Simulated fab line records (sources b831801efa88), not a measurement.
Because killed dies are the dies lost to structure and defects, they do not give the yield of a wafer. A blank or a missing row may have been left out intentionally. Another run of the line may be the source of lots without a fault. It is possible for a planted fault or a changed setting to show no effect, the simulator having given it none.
fab line records :: flow gf180mcu
record:
  lots: 13
  wafers: 39
  last-day: 34
route steps=602 shown TOP_METAL@568
lots with no fault: from the same line, run without faults
start-h: hours from the record's opening day to when the first of the lot's shown wafers began :: wait-h: hours elapsed since this lot's preceding step :: " same as the row above :: L1.1+2: several wafers, shown together as one row :: - no value, or no start was given :: * or withheld: withheld :: < > ~ a bound
route shown NAME@n: a module of which the file shows steps, and the number in the route of the first :: usual: mean and standard deviation over wafers with no fault :: same: alike in all rows :: chamber/n: place in a boat :: sites: each site's reading :: _std_site: the values' standard deviation :: _edge_site: inner sites' mean taken away from outer sites' mean :: radius-mm: how far each site lies from the wafer's centre :: mask NAME#n: copy n :: behind: the most recent tool/chamber to have shaped the wafer :: hold: why the lot went on hold/how many hours it stayed there/how the hold came to an end :: device: whichever transistor did not switch (one of n, p or np) :: end of line: the route-end tests of the same wafers :: for a step that has no rows: nothing shown but its recipe :: killed: at the first sort, the dies lost to defects and structure; wafer yield is something else :: map: dies across one wafer; x = killed, . = not, _ = none there
set.NAME: the setting the step ran with; set.NAME@STEP: the setting that earlier step ran with :: model.NAME: the simulator's own value behind a step, which no gauge read
one table for each step of the route and one row for each wafer, over a sample of lots
services: from which hour (start-h, from the record's first day; less than 0 if before it) a tool's chamber was out of use, for how many hours, and why
== steps ==
step: GF_TOP_METAL_SPUTTER_01
recipe:
  material: TiN
  target-thk-nm: 30
  power-w: 6500
  time-s: 25
  chamber-pressure-pa: 0.4
usual:
  throttle-valve-pct: 30.3/1
lot.wafer: L656.1
tool: pvd-sputter-01
chamber: -
start-h: 638.01
wait-h: 0.1
throttle-valve-pct: 31.6

lot.wafer: L656.2
tool: pvd-sputter-01
chamber: -
start-h: 638.01
wait-h: 0.1
throttle-valve-pct: 28.2

lot.wafer: L656.5
tool: pvd-sputter-01
chamber: -
start-h: 638.01
wait-h: 0.1
throttle-valve-pct: 28.1

lot.wafer: L657.2
tool: pvd-sputter-04
chamber: -
start-h: 646.19
wait-h: 0.1
throttle-valve-pct: 30.8

lot.wafer: L657.3
tool: pvd-sputter-04
chamber: -
start-h: 646.19
wait-h: 0.1
throttle-valve-pct: 29.1

lot.wafer: L657.4
tool: pvd-sputter-04
chamber: -
start-h: 646.19
wait-h: 0.1
throttle-valve-pct: 31.3

lot.wafer: L660.3
tool: pvd-sputter-02
chamber: -
start-h: 669.37
wait-h: 0.1
throttle-valve-pct: 29.6

lot.wafer: L660.5
tool: pvd-sputter-02
chamber: -
start-h: 669.37
wait-h: 0.1
throttle-valve-pct: 30.4

lot.wafer: L660.6
tool: pvd-sputter-02
chamber: -
start-h: 669.37
wait-h: 0.1
throttle-valve-pct: 30.8

lot.wafer: L663.2
tool: pvd-sputter-01
chamber: -
start-h: 693.89
wait-h: 0.1
throttle-valve-pct: 31.4

lot.wafer: L663.3
tool: pvd-sputter-01
chamber: -
start-h: 693.89
wait-h: 0.1
throttle-valve-pct: 31.5

lot.wafer: L663.6
tool: pvd-sputter-01
chamber: -
start-h: 693.89
wait-h: 0.1
throttle-valve-pct: 31.6

lot.wafer: L665.4
tool: pvd-sputter-04
chamber: -
start-h: 695.98
wait-h: 0.1
throttle-valve-pct: 31.0

lot.wafer: L665.5
tool: pvd-sputter-04
chamber: -
start-h: 695.98
wait-h: 0.1
throttle-valve-pct: 31.0

lot.wafer: L665.6
tool: pvd-sputter-04
chamber: -
start-h: 695.98
wait-h: 0.1
throttle-valve-pct: 30.2

lot.wafer: L666.1
tool: pvd-sputter-02
chamber: -
start-h: 708.11
wait-h: 0.1
throttle-valve-pct: 30.4

lot.wafer: L666.3
tool: pvd-sputter-02
chamber: -
start-h: 708.11
wait-h: 0.1
throttle-valve-pct: 29.7

lot.wafer: L666.5
tool: pvd-sputter-02
chamber: -
start-h: 708.11
wait-h: 0.1
throttle-valve-pct: 29.6

lot.wafer: L672.1
tool: pvd-sputter-02
chamber: -
start-h: 751.12
wait-h: 0.1
throttle-valve-pct: 29.7

lot.wafer: L672.4
tool: pvd-sputter-02
chamber: -
start-h: 751.12
wait-h: 0.1
throttle-valve-pct: 31.1

lot.wafer: L672.6
tool: pvd-sputter-02
chamber: -
start-h: 751.12
wait-h: 0.1
throttle-valve-pct: 29.6

lot.wafer: L674.1
tool: pvd-sputter-01
chamber: -
start-h: 756.47
wait-h: 0.1
throttle-valve-pct: 31.5

lot.wafer: L674.3
tool: pvd-sputter-01
chamber: -
start-h: 756.47
wait-h: 0.1
throttle-valve-pct: 31.3

lot.wafer: L674.4
tool: pvd-sputter-01
chamber: -
start-h: 756.47
wait-h: 0.1
throttle-valve-pct: 29.4

lot.wafer: L675.2
tool: pvd-sputter-04
chamber: -
start-h: 766.36
wait-h: 0.1
throttle-valve-pct: 29.1

lot.wafer: L675.3
tool: pvd-sputter-04
chamber: -
start-h: 766.36
wait-h: 0.1
throttle-valve-pct: 30.6

lot.wafer: L675.4
tool: pvd-sputter-04
chamber: -
start-h: 766.36
wait-h: 0.1
throttle-valve-pct: 30.7

lot.wafer: L676.1
tool: pvd-sputter-04
chamber: -
start-h: 767.67
wait-h: 0.1
throttle-valve-pct: 31.3

lot.wafer: L676.2
tool: pvd-sputter-04
chamber: -
start-h: 767.67
wait-h: 0.1
throttle-valve-pct: 30.3

lot.wafer: L676.5
tool: pvd-sputter-04
chamber: -
start-h: 767.67
wait-h: 0.1
throttle-valve-pct: 31.1

lot.wafer: L677.2
tool: pvd-sputter-04
chamber: -
start-h: 772.85
wait-h: 0.1
throttle-valve-pct: 30.3

lot.wafer: L677.3
tool: pvd-sputter-04
chamber: -
start-h: 772.85
wait-h: 0.1
throttle-valve-pct: 29.0

lot.wafer: L677.6
tool: pvd-sputter-04
chamber: -
start-h: 772.85
wait-h: 0.1
throttle-valve-pct: 29.1

lot.wafer: L678.1
tool: pvd-sputter-01
chamber: -
start-h: 787.66
wait-h: 0.1
throttle-valve-pct: 31.5

lot.wafer: L678.4
tool: pvd-sputter-01
chamber: -
start-h: 787.66
wait-h: 0.1
throttle-valve-pct: 29.3

lot.wafer: L678.6
tool: pvd-sputter-01
chamber: -
start-h: 787.66
wait-h: 0.1
throttle-valve-pct: 29.1

lot.wafer: L679.2
tool: pvd-sputter-01
chamber: -
start-h: 789.23
wait-h: 0.1
throttle-valve-pct: 31.6

lot.wafer: L679.5
tool: pvd-sputter-01
chamber: -
start-h: 789.23
wait-h: 0.1
throttle-valve-pct: 28.4

lot.wafer: L679.6
tool: pvd-sputter-01
chamber: -
start-h: 789.23
wait-h: 0.1
throttle-valve-pct: 31.3
step: GF_TOP_METAL_SPUTTER_03
recipe:
  material: Ti
  target-thk-nm: 5
  substrate-temp-c: 300
  chamber-pressure-pa: 0.3
  power-w: 3000
  time-s: 3.3
usual:
  throttle-valve-pct: 30.3/1
lot.wafer: L656.1
tool: pvd-sputter-01
chamber: -
start-h: 638.08
wait-h: 0.0
throttle-valve-pct: 31.3

lot.wafer: L656.2
tool: pvd-sputter-01
chamber: -
start-h: 638.08
wait-h: 0.0
throttle-valve-pct: 28.6

lot.wafer: L656.5
tool: pvd-sputter-01
chamber: -
start-h: 638.08
wait-h: 0.0
throttle-valve-pct: 28.4

lot.wafer: L657.2
tool: pvd-sputter-04
chamber: -
start-h: 646.26
wait-h: 0.0
throttle-valve-pct: 31.0

lot.wafer: L657.3
tool: pvd-sputter-04
chamber: -
start-h: 646.26
wait-h: 0.0
throttle-valve-pct: 29.1

lot.wafer: L657.4
tool: pvd-sputter-04
chamber: -
start-h: 646.26
wait-h: 0.0
throttle-valve-pct: 31.4

lot.wafer: L660.3
tool: pvd-sputter-02
chamber: -
start-h: 669.45
wait-h: 0.0
throttle-valve-pct: 29.3

lot.wafer: L660.5
tool: pvd-sputter-02
chamber: -
start-h: 669.45
wait-h: 0.0
throttle-valve-pct: 30.8

lot.wafer: L660.6
tool: pvd-sputter-02
chamber: -
start-h: 669.45
wait-h: 0.0
throttle-valve-pct: 30.8

lot.wafer: L663.2
tool: pvd-sputter-01
chamber: -
start-h: 693.96
wait-h: 0.0
throttle-valve-pct: 31.3

lot.wafer: L663.3
tool: pvd-sputter-01
chamber: -
start-h: 693.96
wait-h: 0.0
throttle-valve-pct: 31.4

lot.wafer: L663.6
tool: pvd-sputter-01
chamber: -
start-h: 693.96
wait-h: 0.0
throttle-valve-pct: 31.4

lot.wafer: L665.4
tool: pvd-sputter-04
chamber: -
start-h: 696.06
wait-h: 0.0
throttle-valve-pct: 31.1

lot.wafer: L665.5
tool: pvd-sputter-04
chamber: -
start-h: 696.06
wait-h: 0.0
throttle-valve-pct: 30.8

lot.wafer: L665.6
tool: pvd-sputter-04
chamber: -
start-h: 696.06
wait-h: 0.0
throttle-valve-pct: 30.2

lot.wafer: L666.1
tool: pvd-sputter-02
chamber: -
start-h: 708.18
wait-h: 0.0
throttle-valve-pct: 30.6

lot.wafer: L666.3
tool: pvd-sputter-02
chamber: -
start-h: 708.18
wait-h: 0.0
throttle-valve-pct: 29.8

lot.wafer: L666.5
tool: pvd-sputter-02
chamber: -
start-h: 708.18
wait-h: 0.0
throttle-valve-pct: 29.4

lot.wafer: L672.1
tool: pvd-sputter-02
chamber: -
start-h: 751.19
wait-h: 0.0
throttle-valve-pct: 29.5

lot.wafer: L672.4
tool: pvd-sputter-02
chamber: -
start-h: 751.19
wait-h: 0.0
throttle-valve-pct: 30.9

lot.wafer: L672.6
tool: pvd-sputter-02
chamber: -
start-h: 751.19
wait-h: 0.0
throttle-valve-pct: 29.8

lot.wafer: L674.1
tool: pvd-sputter-01
chamber: -
start-h: 756.55
wait-h: 0.0
throttle-valve-pct: 31.8

lot.wafer: L674.3
tool: pvd-sputter-01
chamber: -
start-h: 756.55
wait-h: 0.0
throttle-valve-pct: 31.6

lot.wafer: L674.4
tool: pvd-sputter-01
chamber: -
start-h: 756.55
wait-h: 0.0
throttle-valve-pct: 29.3

lot.wafer: L675.2
tool: pvd-sputter-04
chamber: -
start-h: 766.43
wait-h: 0.0
throttle-valve-pct: 29.2

lot.wafer: L675.3
tool: pvd-sputter-04
chamber: -
start-h: 766.43
wait-h: 0.0
throttle-valve-pct: 29.9

lot.wafer: L675.4
tool: pvd-sputter-04
chamber: -
start-h: 766.43
wait-h: 0.0
throttle-valve-pct: 31.1

lot.wafer: L676.1
tool: pvd-sputter-04
chamber: -
start-h: 767.74
wait-h: 0.0
throttle-valve-pct: 31.3

lot.wafer: L676.2
tool: pvd-sputter-04
chamber: -
start-h: 767.74
wait-h: 0.0
throttle-valve-pct: 30.0

lot.wafer: L676.5
tool: pvd-sputter-04
chamber: -
start-h: 767.74
wait-h: 0.0
throttle-valve-pct: 31.1

lot.wafer: L677.2
tool: pvd-sputter-04
chamber: -
start-h: 772.92
wait-h: 0.0
throttle-valve-pct: 30.3

lot.wafer: L677.3
tool: pvd-sputter-04
chamber: -
start-h: 772.92
wait-h: 0.0
throttle-valve-pct: 28.9

lot.wafer: L677.6
tool: pvd-sputter-04
chamber: -
start-h: 772.92
wait-h: 0.0
throttle-valve-pct: 29.0

lot.wafer: L678.1
tool: pvd-sputter-01
chamber: -
start-h: 787.74
wait-h: 0.0
throttle-valve-pct: 31.5

lot.wafer: L678.4
tool: pvd-sputter-01
chamber: -
start-h: 787.74
wait-h: 0.0
throttle-valve-pct: 29.3

lot.wafer: L678.6
tool: pvd-sputter-01
chamber: -
start-h: 787.74
wait-h: 0.0
throttle-valve-pct: 29.5

lot.wafer: L679.2
tool: pvd-sputter-01
chamber: -
start-h: 789.30
wait-h: 0.0
throttle-valve-pct: 31.6

lot.wafer: L679.5
tool: pvd-sputter-01
chamber: -
start-h: 789.30
wait-h: 0.0
throttle-valve-pct: 28.3

lot.wafer: L679.6
tool: pvd-sputter-01
chamber: -
start-h: 789.30
wait-h: 0.0
throttle-valve-pct: 31.7
step: GF_TOP_METAL_THK_MEAS_06
recipe:
  thk-meas-gauge: xrf
  reads: AlCu_of_TOP_METAL_SPUTTER_02
usual:
  TOP_METAL_ALCU_THK: 902/12
lot.wafer: L656.1
tool: film-metro-04
chamber: -
start-h: 638.25
wait-h: 0.1
TOP_METAL_ALCU_THK[nm]: 889

lot.wafer: L656.2
tool: film-metro-04
chamber: -
start-h: 638.25
wait-h: 0.1
TOP_METAL_ALCU_THK[nm]: 889

lot.wafer: L656.5
tool: film-metro-04
chamber: -
start-h: 638.25
wait-h: 0.1
TOP_METAL_ALCU_THK[nm]: 901

lot.wafer: L657.2
tool: film-metro-01
chamber: -
start-h: 646.44
wait-h: 0.1
TOP_METAL_ALCU_THK[nm]: 891

lot.wafer: L657.3
tool: film-metro-01
chamber: -
start-h: 646.44
wait-h: 0.1
TOP_METAL_ALCU_THK[nm]: 907

lot.wafer: L657.4
tool: film-metro-01
chamber: -
start-h: 646.44
wait-h: 0.1
TOP_METAL_ALCU_THK[nm]: 892

lot.wafer: L660.3
tool: film-metro-01
chamber: -
start-h: 669.63
wait-h: 0.1
TOP_METAL_ALCU_THK[nm]: 903

lot.wafer: L660.5
tool: film-metro-01
chamber: -
start-h: 669.63
wait-h: 0.1
TOP_METAL_ALCU_THK[nm]: 919

lot.wafer: L660.6
tool: film-metro-01
chamber: -
start-h: 669.63
wait-h: 0.1
TOP_METAL_ALCU_THK[nm]: 917

lot.wafer: L663.2
tool: film-metro-04
chamber: -
start-h: 694.14
wait-h: 0.1
TOP_METAL_ALCU_THK[nm]: 903

lot.wafer: L663.3
tool: film-metro-04
chamber: -
start-h: 694.14
wait-h: 0.1
TOP_METAL_ALCU_THK[nm]: 905

lot.wafer: L663.6
tool: film-metro-04
chamber: -
start-h: 694.14
wait-h: 0.1
TOP_METAL_ALCU_THK[nm]: 900

lot.wafer: L665.4
tool: film-metro-01
chamber: -
start-h: 696.26
wait-h: 0.1
TOP_METAL_ALCU_THK[nm]: 887

lot.wafer: L665.5
tool: film-metro-01
chamber: -
start-h: 696.26
wait-h: 0.1
TOP_METAL_ALCU_THK[nm]: 892

lot.wafer: L665.6
tool: film-metro-01
chamber: -
start-h: 696.26
wait-h: 0.1
TOP_METAL_ALCU_THK[nm]: 911

lot.wafer: L666.1
tool: film-metro-01
chamber: -
start-h: 708.35
wait-h: 0.1
TOP_METAL_ALCU_THK[nm]: 892

lot.wafer: L666.3
tool: film-metro-01
chamber: -
start-h: 708.35
wait-h: 0.1
TOP_METAL_ALCU_THK[nm]: 881

lot.wafer: L666.5
tool: film-metro-01
chamber: -
start-h: 708.35
wait-h: 0.1
TOP_METAL_ALCU_THK[nm]: 888

lot.wafer: L672.1
tool: film-metro-04
chamber: -
start-h: 751.36
wait-h: 0.1
TOP_METAL_ALCU_THK[nm]: 907

lot.wafer: L672.4
tool: film-metro-04
chamber: -
start-h: 751.36
wait-h: 0.1
TOP_METAL_ALCU_THK[nm]: 915

lot.wafer: L672.6
tool: film-metro-04
chamber: -
start-h: 751.36
wait-h: 0.1
TOP_METAL_ALCU_THK[nm]: 903

lot.wafer: L674.1
tool: film-metro-03
chamber: -
start-h: 756.71
wait-h: 0.1
TOP_METAL_ALCU_THK[nm]: 907

lot.wafer: L674.3
tool: film-metro-03
chamber: -
start-h: 756.71
wait-h: 0.1
TOP_METAL_ALCU_THK[nm]: 906

lot.wafer: L674.4
tool: film-metro-03
chamber: -
start-h: 756.71
wait-h: 0.1
TOP_METAL_ALCU_THK[nm]: 904

lot.wafer: L675.2
tool: film-metro-04
chamber: -
start-h: 766.61
wait-h: 0.1
TOP_METAL_ALCU_THK[nm]: 922

lot.wafer: L675.3
tool: film-metro-04
chamber: -
start-h: 766.61
wait-h: 0.1
TOP_METAL_ALCU_THK[nm]: 916

lot.wafer: L675.4
tool: film-metro-04
chamber: -
start-h: 766.61
wait-h: 0.1
TOP_METAL_ALCU_THK[nm]: 913

lot.wafer: L676.1
tool: film-metro-01
chamber: -
start-h: 767.91
wait-h: 0.1
TOP_METAL_ALCU_THK[nm]: 905

lot.wafer: L676.2
tool: film-metro-01
chamber: -
start-h: 767.91
wait-h: 0.1
TOP_METAL_ALCU_THK[nm]: 888

lot.wafer: L676.5
tool: film-metro-01
chamber: -
start-h: 767.91
wait-h: 0.1
TOP_METAL_ALCU_THK[nm]: 899

lot.wafer: L677.2
tool: film-metro-01
chamber: -
start-h: 773.10
wait-h: 0.1
TOP_METAL_ALCU_THK[nm]: 894

lot.wafer: L677.3
tool: film-metro-01
chamber: -
start-h: 773.10
wait-h: 0.1
TOP_METAL_ALCU_THK[nm]: 895

lot.wafer: L677.6
tool: film-metro-01
chamber: -
start-h: 773.10
wait-h: 0.1
TOP_METAL_ALCU_THK[nm]: 887

lot.wafer: L678.1
tool: film-metro-01
chamber: -
start-h: 787.90
wait-h: 0.1
TOP_METAL_ALCU_THK[nm]: 880

lot.wafer: L678.4
tool: film-metro-01
chamber: -
start-h: 787.90
wait-h: 0.1
TOP_METAL_ALCU_THK[nm]: 881

lot.wafer: L678.6
tool: film-metro-01
chamber: -
start-h: 787.90
wait-h: 0.1
TOP_METAL_ALCU_THK[nm]: 881

lot.wafer: L679.2
tool: film-metro-04
chamber: -
start-h: 789.48
wait-h: 0.1
TOP_METAL_ALCU_THK[nm]: 907

lot.wafer: L679.5
tool: film-metro-04
chamber: -
start-h: 789.48
wait-h: 0.1
TOP_METAL_ALCU_THK[nm]: 916

lot.wafer: L679.6
tool: film-metro-04
chamber: -
start-h: 789.48
wait-h: 0.1
TOP_METAL_ALCU_THK[nm]: 895
step: GF_TOP_METAL_DEVELOP_13
recipe:
  develop-time-s: 60
  dev-temp-c: 23
usual:
  exhaust-pa: 45.0/0.8
lot.wafer: L656.1
tool: litho-track-01
chamber: 0
start-h: 657.40
wait-h: 0.1
exhaust-pa: 45.1

lot.wafer: L656.2
tool: litho-track-01
chamber: 0
start-h: 657.40
wait-h: 0.1
exhaust-pa: 44.0

lot.wafer: L656.5
tool: litho-track-01
chamber: 0
start-h: 657.40
wait-h: 0.1
exhaust-pa: 44.5

lot.wafer: L657.2
tool: litho-track-02
chamber: 0
start-h: 665.90
wait-h: 0.1
exhaust-pa: 43.9

lot.wafer: L657.3
tool: litho-track-02
chamber: 0
start-h: 665.90
wait-h: 0.1
exhaust-pa: 45.3

lot.wafer: L657.4
tool: litho-track-02
chamber: 0
start-h: 665.90
wait-h: 0.1
exhaust-pa: 45.3

lot.wafer: L660.3
tool: litho-track-02
chamber: 0
start-h: 688.27
wait-h: 0.1
exhaust-pa: 45.2

lot.wafer: L660.5
tool: litho-track-02
chamber: 0
start-h: 688.27
wait-h: 0.1
exhaust-pa: 45.1

lot.wafer: L660.6
tool: litho-track-02
chamber: 0
start-h: 688.27
wait-h: 0.1
exhaust-pa: 44.2

lot.wafer: L663.2
tool: litho-track-02
chamber: 0
start-h: 711.95
wait-h: 0.1
exhaust-pa: 44.9

lot.wafer: L663.3
tool: litho-track-02
chamber: 0
start-h: 711.95
wait-h: 0.1
exhaust-pa: 44.8

lot.wafer: L663.6
tool: litho-track-02
chamber: 0
start-h: 711.95
wait-h: 0.1
exhaust-pa: 44.9

lot.wafer: L665.4
tool: litho-track-01
chamber: 0
start-h: 714.87
wait-h: 0.1
exhaust-pa: 44.6

lot.wafer: L665.5
tool: litho-track-01
chamber: 0
start-h: 714.87
wait-h: 0.1
exhaust-pa: 44.0

lot.wafer: L665.6
tool: litho-track-01
chamber: 0
start-h: 714.87
wait-h: 0.1
exhaust-pa: 44.8

lot.wafer: L666.1
tool: litho-track-01
chamber: 0
start-h: 726.34
wait-h: 0.1
exhaust-pa: 45.6

lot.wafer: L666.3
tool: litho-track-01
chamber: 0
start-h: 726.34
wait-h: 0.1
exhaust-pa: 45.7

lot.wafer: L666.5
tool: litho-track-01
chamber: 0
start-h: 726.34
wait-h: 0.1
exhaust-pa: 46.1

lot.wafer: L672.1
tool: litho-track-02
chamber: 0
start-h: 767.07
wait-h: 0.1
exhaust-pa: 44.4

lot.wafer: L672.4
tool: litho-track-02
chamber: 0
start-h: 767.07
wait-h: 0.1
exhaust-pa: 43.7

lot.wafer: L672.6
tool: litho-track-02
chamber: 0
start-h: 767.07
wait-h: 0.1
exhaust-pa: 45.1

lot.wafer: L674.1
tool: litho-track-03
chamber: 0
start-h: 772.53
wait-h: 0.1
exhaust-pa: 44.8

lot.wafer: L674.3
tool: litho-track-03
chamber: 0
start-h: 772.53
wait-h: 0.1
exhaust-pa: 43.9

lot.wafer: L674.4
tool: litho-track-03
chamber: 0
start-h: 772.53
wait-h: 0.1
exhaust-pa: 45.2

lot.wafer: L675.2
tool: litho-track-02
chamber: 0
start-h: 782.00
wait-h: 0.1
exhaust-pa: 44.9

lot.wafer: L675.3
tool: litho-track-02
chamber: 0
start-h: 782.00
wait-h: 0.1
exhaust-pa: 45.5

lot.wafer: L675.4
tool: litho-track-02
chamber: 0
start-h: 782.00
wait-h: 0.1
exhaust-pa: 42.7

lot.wafer: L676.1
tool: litho-track-02
chamber: 0
start-h: 783.22
wait-h: 0.1
exhaust-pa: 45.3

lot.wafer: L676.2
tool: litho-track-02
chamber: 0
start-h: 783.22
wait-h: 0.1
exhaust-pa: 44.9

lot.wafer: L676.5
tool: litho-track-02
chamber: 0
start-h: 783.22
wait-h: 0.1
exhaust-pa: 44.3

lot.wafer: L677.2
tool: litho-track-02
chamber: 0
start-h: 788.70
wait-h: 0.1
exhaust-pa: 45.6

lot.wafer: L677.3
tool: litho-track-02
chamber: 0
start-h: 788.70
wait-h: 0.1
exhaust-pa: 44.9

lot.wafer: L677.6
tool: litho-track-02
chamber: 0
start-h: 788.70
wait-h: 0.1
exhaust-pa: 46.0

lot.wafer: L678.1
tool: litho-track-02
chamber: 0
start-h: 802.97
wait-h: 0.1
exhaust-pa: 45.8

lot.wafer: L678.4
tool: litho-track-02
chamber: 0
start-h: 802.97
wait-h: 0.1
exhaust-pa: 45.2

lot.wafer: L678.6
tool: litho-track-02
chamber: 0
start-h: 802.97
wait-h: 0.1
exhaust-pa: 45.1

lot.wafer: L679.2
tool: litho-track-01
chamber: 0
start-h: 803.82
wait-h: 0.1
exhaust-pa: 44.5

lot.wafer: L679.5
tool: litho-track-01
chamber: 0
start-h: 803.82
wait-h: 0.1
exhaust-pa: 45.7

lot.wafer: L679.6
tool: litho-track-01
chamber: 0
start-h: 803.82
wait-h: 0.1
exhaust-pa: 45.3
step: GF_TOP_METAL_CD_MEAS_14
recipe:
  target-cd-nm: 440
usual:
  cd-nm: 440.3/2.2
lot.wafer: L656.1
tool: cd-sem-02
chamber: -
start-h: 657.55
wait-h: 0.1
cd-nm: 439.5

lot.wafer: L656.2
tool: cd-sem-02
chamber: -
start-h: 657.55
wait-h: 0.1
cd-nm: 439.5

lot.wafer: L656.5
tool: cd-sem-02
chamber: -
start-h: 657.55
wait-h: 0.1
cd-nm: 440.7

lot.wafer: L657.2
tool: cd-sem-02
chamber: -
start-h: 666.04
wait-h: 0.1
cd-nm: 441.2

lot.wafer: L657.3
tool: cd-sem-02
chamber: -
start-h: 666.04
wait-h: 0.1
cd-nm: 439.5

lot.wafer: L657.4
tool: cd-sem-02
chamber: -
start-h: 666.04
wait-h: 0.1
cd-nm: 440.7

lot.wafer: L660.3
tool: cd-sem-01
chamber: -
start-h: 688.41
wait-h: 0.1
cd-nm: 443.9

lot.wafer: L660.5
tool: cd-sem-01
chamber: -
start-h: 688.41
wait-h: 0.1
cd-nm: 440.5

lot.wafer: L660.6
tool: cd-sem-01
chamber: -
start-h: 688.41
wait-h: 0.1
cd-nm: 440.7

lot.wafer: L663.2
tool: cd-sem-02
chamber: -
start-h: 712.09
wait-h: 0.1
cd-nm: 435.0

lot.wafer: L663.3
tool: cd-sem-02
chamber: -
start-h: 712.09
wait-h: 0.1
cd-nm: 434.7

lot.wafer: L663.6
tool: cd-sem-02
chamber: -
start-h: 712.09
wait-h: 0.1
cd-nm: 434.9

lot.wafer: L665.4
tool: cd-sem-02
chamber: -
start-h: 715.00
wait-h: 0.1
cd-nm: 424.1

lot.wafer: L665.5
tool: cd-sem-02
chamber: -
start-h: 715.00
wait-h: 0.1
cd-nm: 423.0

lot.wafer: L665.6
tool: cd-sem-02
chamber: -
start-h: 715.00
wait-h: 0.1
cd-nm: 424.8

lot.wafer: L666.1
tool: cd-sem-01
chamber: -
start-h: 726.49
wait-h: 0.1
cd-nm: 422.2

lot.wafer: L666.3
tool: cd-sem-01
chamber: -
start-h: 726.49
wait-h: 0.1
cd-nm: 419.2

lot.wafer: L666.5
tool: cd-sem-01
chamber: -
start-h: 726.49
wait-h: 0.1
cd-nm: 420.4

lot.wafer: L672.1
tool: cd-sem-01
chamber: -
start-h: 767.22
wait-h: 0.1
cd-nm: 439.6

lot.wafer: L672.4
tool: cd-sem-01
chamber: -
start-h: 767.22
wait-h: 0.1
cd-nm: 441.5

lot.wafer: L672.6
tool: cd-sem-01
chamber: -
start-h: 767.22
wait-h: 0.1
cd-nm: 442.0

lot.wafer: L674.1
tool: cd-sem-01
chamber: -
start-h: 772.68
wait-h: 0.1
cd-nm: 443.7

lot.wafer: L674.3
tool: cd-sem-01
chamber: -
start-h: 772.68
wait-h: 0.1
cd-nm: 443.1

lot.wafer: L674.4
tool: cd-sem-01
chamber: -
start-h: 772.68
wait-h: 0.1
cd-nm: 442.3

lot.wafer: L675.2
tool: cd-sem-02
chamber: -
start-h: 782.14
wait-h: 0.1
cd-nm: 437.6

lot.wafer: L675.3
tool: cd-sem-02
chamber: -
start-h: 782.14
wait-h: 0.1
cd-nm: 437.4

lot.wafer: L675.4
tool: cd-sem-02
chamber: -
start-h: 782.14
wait-h: 0.1
cd-nm: 440.5

lot.wafer: L676.1
tool: cd-sem-01
chamber: -
start-h: 783.37
wait-h: 0.1
cd-nm: 440.9

lot.wafer: L676.2
tool: cd-sem-01
chamber: -
start-h: 783.37
wait-h: 0.1
cd-nm: 439.7

lot.wafer: L676.5
tool: cd-sem-01
chamber: -
start-h: 783.37
wait-h: 0.1
cd-nm: 440.0

lot.wafer: L677.2
tool: cd-sem-02
chamber: -
start-h: 788.84
wait-h: 0.1
cd-nm: 439.2

lot.wafer: L677.3
tool: cd-sem-02
chamber: -
start-h: 788.84
wait-h: 0.1
cd-nm: 438.0

lot.wafer: L677.6
tool: cd-sem-02
chamber: -
start-h: 788.84
wait-h: 0.1
cd-nm: 438.1

lot.wafer: L678.1
tool: cd-sem-01
chamber: -
start-h: 803.12
wait-h: 0.1
cd-nm: 439.2

lot.wafer: L678.4
tool: cd-sem-01
chamber: -
start-h: 803.12
wait-h: 0.1
cd-nm: 439.2

lot.wafer: L678.6
tool: cd-sem-01
chamber: -
start-h: 803.12
wait-h: 0.1
cd-nm: 438.6

lot.wafer: L679.2
tool: cd-sem-01
chamber: -
start-h: 803.96
wait-h: 0.1
cd-nm: 444.9

lot.wafer: L679.5
tool: cd-sem-01
chamber: -
start-h: 803.96
wait-h: 0.1
cd-nm: 444.0

lot.wafer: L679.6
tool: cd-sem-01
chamber: -
start-h: 803.96
wait-h: 0.1
cd-nm: 442.6
== services ==
tool: pvd-sputter-01
chamber: -
start-h: 689.69
hours: 1.0
kind: repair

tool: pvd-sputter-04
chamber: 3
start-h: 699.79
hours: -
kind: consumable-replace:kit

tool: pvd-sputter-04
chamber: 3
start-h: 699.79
hours: 18.0
kind: scheduled-down

tool: pvd-sputter-04
chamber: 3
start-h: 699.79
hours: 18.0
kind: vent-cycle

tool: pvd-sputter-01
chamber: 2
start-h: 700.80
hours: -
kind: consumable-replace:kit

tool: pvd-sputter-01
chamber: 2
start-h: 700.80
hours: 18.0
kind: scheduled-down

tool: pvd-sputter-01
chamber: 2
start-h: 700.80
hours: 18.0
kind: vent-cycle

tool: pvd-sputter-02
chamber: 1
start-h: 712.88
hours: -
kind: consumable-replace:kit

tool: pvd-sputter-02
chamber: 1
start-h: 712.88
hours: 18.0
kind: scheduled-down

tool: pvd-sputter-02
chamber: 1
start-h: 712.88
hours: 18.0
kind: vent-cycle

tool: pvd-sputter-04
chamber: -
start-h: 729.22
hours: 5.4
kind: repair

tool: pvd-sputter-02
chamber: -
start-h: 736.99
hours: 4.6
kind: repair

tool: pvd-sputter-04
chamber: -
start-h: 802.55
hours: 7.8
kind: repair
== key ==
first-sign:
  step: GF_TOP_METAL_CD_MEAS_14
  reading: cd-nm
  direction: down
  sigmas: 8.1
  usual: 440.3
  struck: 422.3
effect none on later readings
met-at GF_TOP_METAL_DEVELOP_13
struck-lots L665,L666
not-acting-at GF_TOP_METAL_SPUTTER_01,GF_TOP_METAL_SPUTTER_03,GF_TOP_METAL_THK_MEAS_06
onset-between 657.40 714.87
fault:
  kind: process-parameter-drift
  tool: litho-track-01
  chamber: -
  onset-h: 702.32
  steps: GF_TOP_METAL_DEVELOP_13
  channel: develop-time-s
  offset: *
  shape: step
  end-h: 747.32
  acts-in: *
  stated: *
